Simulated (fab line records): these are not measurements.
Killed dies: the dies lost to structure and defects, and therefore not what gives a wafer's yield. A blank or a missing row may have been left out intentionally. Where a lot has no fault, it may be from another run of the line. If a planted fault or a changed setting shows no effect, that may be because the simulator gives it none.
8D (eight disciplines) problem report, filled in by code    flow sky130    the parts of the form that need people (team, actions taken, sign-off) are left out

1. THE PROBLEM
Mean of exposure-dose-mJ-cm2 at SKY_VIA1_EXPOSE_09: 38.85 across 6 wafers in 2 lots; on wafers with no fault it is 38.00 (standard deviation 0.036). That puts it +24 standard deviations away from the usual mean.
The step: exposes mask VIM, target cd 150 nm.
First observed at day 36 04:34: wafer L910.2, on krf-scanner-02. The record holds 30 wafers of 10 lots with a number at this step. Rule for "out", or "out of limits": more than 4 standard deviations from the usual mean. All remaining wafers that have a number are taken as sound.

2. WHAT IT IS AND WHAT IT IS NOT
question                     is                      is not
which readings at this step  exposure-dose-mJ-cm2    -
which lots                   L910, L911              L902, L903, L906, L912, L913, L918, L919, L924
which wafers of those lots   all that have a number  -
read on which tools          krf-scanner-02          krf-scanner-01
when                         from day 36 04:34       up to then (9 sound wafers); but 15 sound wafers of L912, L913, L918, L919, L924 came after

3. WHAT RULES OUT EACH SUSPECT
Counting: a tool at any process step up to the reading remains a suspect when it ran all the lots that are out and ran no sound lot after the first of those.
- krf-scanner-02 at SKY_VIA1_EXPOSE_09 (exposes mask VIM, target cd 150 nm): kept. It processed each lot that is out, first L910 at day 36 04:34, and no sound lot thereafter; up to then, the last sound lot it processed was L903 at day 33 16:25. Its own exposure-dose-mJ-cm2 readings are out on those wafers.
Left after counting: krf-scanner-02 at SKY_VIA1_EXPOSE_09.

4. THE CAUSE (what the simulator had put in)
Process parameter drift: krf-scanner-02, from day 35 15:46 on, at SKY_VIA1_EXPOSE_09. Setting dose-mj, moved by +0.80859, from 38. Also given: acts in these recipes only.
This tool alone remained once counting was done.

5. THE CHAIN OF EFFECTS, in route order
Each row: a reading where the mean over the struck wafers with a number is more than 3 standard deviations away from the usual. Scope: only readings with a usual standard deviation given in the record; hours: median across lots of the time from each lot's start at the first step in this table that gives one to its start at this step; sigmas: change in usual standard deviations.
hours  step                reading               usual  on struck wafers  change  sigmas
0      SKY_VIA1_EXPOSE_09  exposure-dose-mJ-cm2  38.00  38.85             +0.85   +24
It contains these process steps:
- SKY_VIA1_EXPOSE_09: exposes mask VIM, target cd 150 nm.
Later steps that measure or inspect, where all struck wafers having a row at the step show a number for every such reading and not one has moved that far: SKY_VIA1_CD_MEAS_12.

6. WHAT WOULD HAVE CAUGHT IT SOONER
In this record no reading fell out of limits until day 36 04:34, 13 hours after the fault had begun at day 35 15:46.
